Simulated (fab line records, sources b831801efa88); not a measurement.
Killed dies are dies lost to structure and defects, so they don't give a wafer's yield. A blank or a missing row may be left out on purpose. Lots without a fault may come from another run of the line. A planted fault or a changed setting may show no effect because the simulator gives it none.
Which tool did it? | flow sky130 | 7 lots, 21 wafers sampled, at 1 step of a route of 708

WHAT THE GAUGES READ, wafer by wafer
SKY_VT_ADJUST_PCH_OVL_MEAS_07.
lot  | measured     | on         | VT_ADJUST_PCH_OVL (nm)
L919 | day 10 13:10 | overlay-02 | 0.4 0.6 0.1
L923 | day 12 08:34 | overlay-02 | 3.4 2.3 2.5
L926 | day 12 17:55 | overlay-02 | 1.3 1.0 -0.9
L927 | day 13 07:10 | overlay-01 | -1.1 1.2 1.1
L934 | day 15 05:52 | overlay-02 | -0.9 -2.0 -0.3
L938 | day 16 14:05 | overlay-02 | 0.8 -0.4 0.3
L940 | day 17 01:40 | overlay-02 | -3.2 -5.2 -2.3

WHICH TOOL RAN EACH LOT (tool, then ch and the chambers of the sampled wafers, then the start)
The record holds no process step before these readings.

THE ANSWER, worked out from the rows above alone
Rule: what is usual is taken from the lots themselves. Put in order of their means at a reading, lots are off if they are a third of the lots or fewer, leave a main group of 4 or more, and stand apart from it by a gap of 3 or more times the standard deviation of the main group's means; of several such gaps the widest counts. A main group whose means are all the same, to the digits that the tables above print for the reading, isn't used. A lot without any number at a reading at which 4 lots or more have one is off too. The other lots that the step has rows for count as sound.
No lot is off at any reading shown: from this, nothing can be told.

WHAT THE SIMULATOR HAD PUT IN
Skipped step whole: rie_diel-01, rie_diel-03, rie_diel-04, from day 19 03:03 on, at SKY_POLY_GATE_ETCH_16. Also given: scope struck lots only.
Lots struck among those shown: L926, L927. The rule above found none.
